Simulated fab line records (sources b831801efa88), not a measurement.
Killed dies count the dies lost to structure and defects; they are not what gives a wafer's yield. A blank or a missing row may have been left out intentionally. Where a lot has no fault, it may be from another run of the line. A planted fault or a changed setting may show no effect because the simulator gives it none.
Split-lot study ; flow sfq line ; 27 wafers read across 5 lots, on a route 325 steps long

## ABOUT THE SPLIT
At SFQ_TRILAYER_I3_DEP_PECVD_081 (deposits SiO2 from SiH4/N2O, time 111.11 s, target thk 500 nm), the setting time s was moved away from the recipe's 111.11 s on 12 of the 27 wafers read, by -56.0% to +55.6%. This setting was run at the recipe's value on the other wafers.

The reading comes from the split's own step.

## THE READING
SiO2_of_TRILAYER_I3_DEP_PECVD_081.thk nm (the simulator's own value, which no gauge read), in nm, at SFQ_TRILAYER_I3_DEP_PECVD_081 (deposits SiO2 from SiH4/N2O, time 111.11 s, target thk 500 nm). There is no usual value for it anywhere in the file. Across the 15 wafers here that went through the recipe, the average is 503.4 nm and the standard deviation 5.5 nm.

wafer;tool, chamber at the split;time s as run, s;against the recipe;SiO2_of_TRILAYER_I3_DEP_PECVD_081.thk nm, nm;against lot-mates on the recipe
L075.1;pecvd-02, 0;111.11;recipe;507.9;-
L075.2;pecvd-02, 1;111.11;recipe;504.6;-
L075.3;pecvd-02, 2;111.11;recipe;495.2;-
L075.4;pecvd-02, 2;48.91;-56.0%;223.3;-279.3
L075.5;pecvd-02, 1;48.91;-56.0%;234.1;-268.5
L075.6;pecvd-02, 0;48.91;-56.0%;229.4;-273.2
L078.1;pecvd-01, 1;161.4;+45.3%;730.3;+225.1
L078.2;pecvd-01, 2;161.4;+45.3%;717.9;+212.7
L078.3;pecvd-01, 0;161.4;+45.3%;727.1;+221.9
L078.4;pecvd-01, 0;111.11;recipe;509.5;-
L078.5;pecvd-01, 1;111.11;recipe;507.3;-
L078.6;pecvd-01, 2;111.11;recipe;498.9;-
L079.1;pecvd-04, 1;111.11;recipe;494.9;-
L079.2;pecvd-04, 0;53.07;-52.2%;243.9;-258.7
L079.3;pecvd-04, 2;53.07;-52.2%;246.1;-256.5
L079.4;pecvd-04, 2;53.07;-52.2%;247.7;-254.9
L079.5;pecvd-04, 1;111.11;recipe;503.1;-
L079.6;pecvd-04, 0;111.11;recipe;509.8;-
L080.1;pecvd-04, 0;111.11;recipe;499.8;-
L080.3;pecvd-04, 2;111.11;recipe;504.4;-
L080.6;pecvd-04, 0;111.11;recipe;514.3;-
L082.1;pecvd-04, 2;111.11;recipe;503.7;-
L082.2;pecvd-04, 1;111.11;recipe;497.2;-
L082.3;pecvd-04, 0;111.11;recipe;500.5;-
L082.4;pecvd-04, 0;172.9;+55.6%;795.4;+294.9
L082.5;pecvd-04, 2;172.9;+55.6%;793;+292.5
L082.6;pecvd-04, 1;172.9;+55.6%;779.1;+278.6

FIT RESULTS
A straight line over all 27 wafers: SiO2_of_TRILAYER_I3_DEP_PECVD_081.thk nm changes by +4.98 nm for each +1% of time s; r = +1.00; the points scatter about the line by 6.5 nm.
The same after taking each lot's own level away (the mean of its wafers on the recipe; 27 wafers): +4.98 nm for each +1%; r = +1.00; scatter 7.1 nm.
On that fit, the largest move of time s shifts the reading by 2.8e+02 nm.
The lots' own levels span 500.47 to 506.17 nm, that is 1.0 times the standard deviation above.
Hence the lot-to-lot level has little effect on the slope; both slopes agree.
Check: -277 nm against its lot-mates is what the line predicts for one of the wafers moved furthest among these (-56.0%) when that wafer is left out of the fit. Against them it came out at -279 nm.

## THE OTHER SPLITS THESE WAFERS WENT THROUGH
Other splits were also applied to these wafers ahead of the reading. Each is held against what the fit with the lots' levels taken away leaves over:
other split on the same wafers;wafers away from the commonest value;r with SiO2_of_TRILAYER_I3_DEP_PECVD_081.thk nm (lot level and that fit taken away)
SFQ_TRILAYER_INCOMING_OXIDATION_002 ox time s;18;+0.13
SFQ_TRILAYER_M0_DEP_SPUTTER_019 time s;9;+0.26
SFQ_TRILAYER_I0_VIA_BARC_OPEN_VIA_ETCH_046 time s;6;+0.01
SFQ_TRILAYER_M1_BARC_OPEN_METAL_ETCH_054 time s;9;+0.04
SFQ_TRILAYER_I1_VIA_BARC_OPEN_VIA_ETCH_071 time s;9;+0.07
SFQ_TRILAYER_M3_DEP_SPUTTER_073 time s;12;+0.06

## THE WHOLE CHAIN: every reading that the file lists as answering this split, in the file's order
step;what it does;reading;change (the file's fit);r (the file's)
SFQ_TRILAYER_I3_DEP_PECVD_081;deposits SiO2 from SiH4/N2O, time 111.11 s, target thk 500 nm;SiO2_of_TRILAYER_I3_DEP_PECVD_081.thk nm (the simulator's own value, which no gauge read);+4.97 nm for each +1% of the setting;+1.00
SFQ_TRILAYER_I3_CMP_CMP_082;polishes SiO2;time to endpoint s;withheld for each +1% of the setting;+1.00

## FILE'S OWN FIT
SiO2_of_TRILAYER_I3_DEP_PECVD_081.thk nm changes by +4.97 nm for each +1% of time s, r = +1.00.
